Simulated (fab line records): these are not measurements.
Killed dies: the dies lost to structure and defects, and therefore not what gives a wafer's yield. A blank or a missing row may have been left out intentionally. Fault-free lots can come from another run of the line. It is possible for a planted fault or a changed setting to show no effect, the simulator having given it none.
Problem report, 8D (eight disciplines) form, completed by code | flow gf180mcu | the parts of the form that need people (team, actions taken, sign-off) are left out

## 1. WHAT WENT WRONG
V3_W_RS at GF_V3_RS_MEAS_24 reads a mean of 0.422 ohm/sq on 4 wafers of 2 lots; wafers without a fault read 0.327 ohm/sq with a standard deviation of 0.0037. That is +26 standard deviations from the usual mean.
The step: measures by four-point-probe.
The first sign was on wafer L746.3 at day 26 18:53, on filmMetro-04. The record holds 30 wafers of 10 lots with a number at this step. Rule for "out", or "out of limits": more than 4 standard deviations from the usual mean. Any other wafer with a number is counted as sound.

## 2. WHAT IT IS, AND WHAT IT ISN'T
question                    | is                             | is not
which readings at this step | V3_W_RS                        | -
which lots                  | L746, L749                     | L734, L736, L742, L743, L745, L748, L754, L755
which wafers of those lots  | L746.3, L749.1, L749.3, L749.6 | L746.4, L746.5
read on which gauges        | filmMetro-02, filmMetro-04     | -
when                        | from day 26 18:53              | up to then (17 sound wafers); but 9 sound wafers of L748, L754, L755 came after

## 3. WHAT RULES OUT EACH SUSPECT
Counting: a tool at a process step up to the reading stays a suspect if it ran every lot that is out. Sound lots after the first of them don't rule it out here, since some wafers of a struck lot are sound.
- the gauge at GF_V3_RS_MEAS_24 has been ruled out. 2 gauges (filmMetro-02, filmMetro-04) read the wafers that are out.
- cvdW-01 at GF_V3_CVD_23 (deposits W, target thk 350 nm, time 104.9 s): kept. It ran every lot that is out, first L746 (day 26 18:46); its last sound lot up to then is L742 (day 26 02:46).
- At GF_V3_CVD_23 on cvdW-01, chamber 0 took the sound wafers of the same lots and chamber 1 took the wafers that are out.
After counting, what remains is cvdW-01 at GF_V3_CVD_23.

## 4. THE CAUSE (what the simulator had put in)
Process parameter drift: cvdW-01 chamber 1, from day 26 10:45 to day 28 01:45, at GF_V3_CVD_23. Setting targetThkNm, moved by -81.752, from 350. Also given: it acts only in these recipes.
Counting left only this tool.

## 5. THE EFFECT CHAIN, in route order
Rows list readings where the struck wafers' mean (over those with a number) sits beyond 3 standard deviations from the usual. Scope: only readings with a usual standard deviation given in the record; hours: median across lots of the time from each lot's start at the first step in this table that gives one to its start at this step; sigmas: change in usual standard deviations.
hours | step              | reading         | usual        | on struck wafers | change | sigmas
0     | GF_V3_RS_MEAS_24  | V3_W_RS         | 0.327 ohm/sq | 0.422            | +0.095 | +26
0     | GF_V3_THK_MEAS_25 | V3_W_THK        | 347 nm       | 270              | -77    | -16
0     | GF_V3_CMP_26      | timeToEndpointS | 83 s         | 61               | -22    | -5.3
Process steps it contains:
- GF_V3_CMP_26: polishes, stops on SiO2, t overpolish 15 s, target thk 0 nm.

## 6. WHAT WOULD HAVE CAUGHT IT SOONER
Counted from the fault's start at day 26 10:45, it took 8 hours until the first out-of-limits reading at a measuring or inspecting step in this record, taken at day 26 18:53.
An alarm limit of 4 standard deviations would not have fired on the tool readings at GF_V3_CVD_23 for which the record gives a usual standard deviation, since none of them was out on any struck wafer.
L749, from the lots that are out (2), started GF_V3_CVD_23 on cvdW-01 later than day 26 18:53. Putting the tool on hold at that point would have spared it.
